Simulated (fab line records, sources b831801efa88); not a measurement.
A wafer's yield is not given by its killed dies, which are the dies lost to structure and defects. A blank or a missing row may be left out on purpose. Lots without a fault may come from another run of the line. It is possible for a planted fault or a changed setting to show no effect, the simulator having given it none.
The same fault as seen by 2 desks || flow sfq line || numbers are kept per desk, each desk with only its own; the story behind them comes last

== AT THE TOOL OWNER'S DESK: cmp-02 ==
The tool's own readings at SFQ_TRILAYER_I7_CMP_CMP_184 (polishes SiO2): means of the sampled wafers that have a number, for each lot that ran on this tool. Marked OUT: a lot whose mean sits more than 4 standard deviations from the usual mean, which makes it out of limits; the brackets give that distance.
Columns: A = motor current A at SFQ_TRILAYER_I7_CMP_CMP_184, usual 9.8 A; B = time to endpoint s at SFQ_TRILAYER_I7_CMP_CMP_184, usual 216 s
{"lot": "L429", "first seen here": "day 80 19:32", "A": 9.4, "B": 222}
{"lot": "L432", "first seen here": "day 83 01:10", "A": 10.0, "B": 204}
{"lot": "L434", "first seen here": "day 83 10:46", "A": 10.8, "B": 220}
{"lot": "L435", "first seen here": "day 83 14:53", "A": 9.8, "B": 219}
{"lot": "L438", "first seen here": "day 84 02:59", "A": 10.4, "B": 237}
{"lot": "L440", "first seen here": "day 84 14:05", "A": 10.4, "B": 246}
{"lot": "L442", "first seen here": "day 85 02:05", "A": 10.3, "B": 245}
This desk's finding: nothing out of limits on any of the 7 lots.

== THE METROLOGY DESK ==
What the gauges read for every lot (on any tool): the sampled wafers with a number, averaged. Marked OUT: a lot whose mean sits more than 4 standard deviations from the usual mean, which makes it out of limits; the brackets give that distance.
Columns: A = I7_BOW at SFQ_I7_BOW_MEAS_946, usual 9 um
{"lot": "L429", "first seen here": "day 80 22:36", "A": 9}
{"lot": "L430", "first seen here": "day 80 23:43", "A": 10}
{"lot": "L432", "first seen here": "day 83 04:10", "A": 13}
{"lot": "L433", "first seen here": "day 83 09:34", "A": 3}
{"lot": "L434", "first seen here": "day 83 13:49", "A": 1}
{"lot": "L435", "first seen here": "day 83 17:53", "A": 9}
{"lot": "L438", "first seen here": "day 84 05:29", "A": 4}
{"lot": "L440", "first seen here": "day 84 16:07", "A": 23}
{"lot": "L441", "first seen here": "day 85 00:12", "A": 6}
{"lot": "L442", "first seen here": "day 85 04:05", "A": 16}
{"lot": "L443", "first seen here": "day 85 09:13", "A": 12}
{"lot": "L448", "first seen here": "day 86 06:02", "A": 22}
{"lot": "L449", "first seen here": "day 86 08:59", "A": 1}
{"lot": "L450", "first seen here": "day 86 12:01", "A": 11}
{"lot": "L452", "first seen here": "day 86 17:59", "A": 6}
This desk's finding: nothing out of limits on any of the 15 lots.

== PUT TOGETHER ==
Nothing out of limits was seen by the tool owner's desk.
From the metrology desk's view, nothing was out of limits.

== WHAT WAS PUT IN BY THE SIMULATOR ==
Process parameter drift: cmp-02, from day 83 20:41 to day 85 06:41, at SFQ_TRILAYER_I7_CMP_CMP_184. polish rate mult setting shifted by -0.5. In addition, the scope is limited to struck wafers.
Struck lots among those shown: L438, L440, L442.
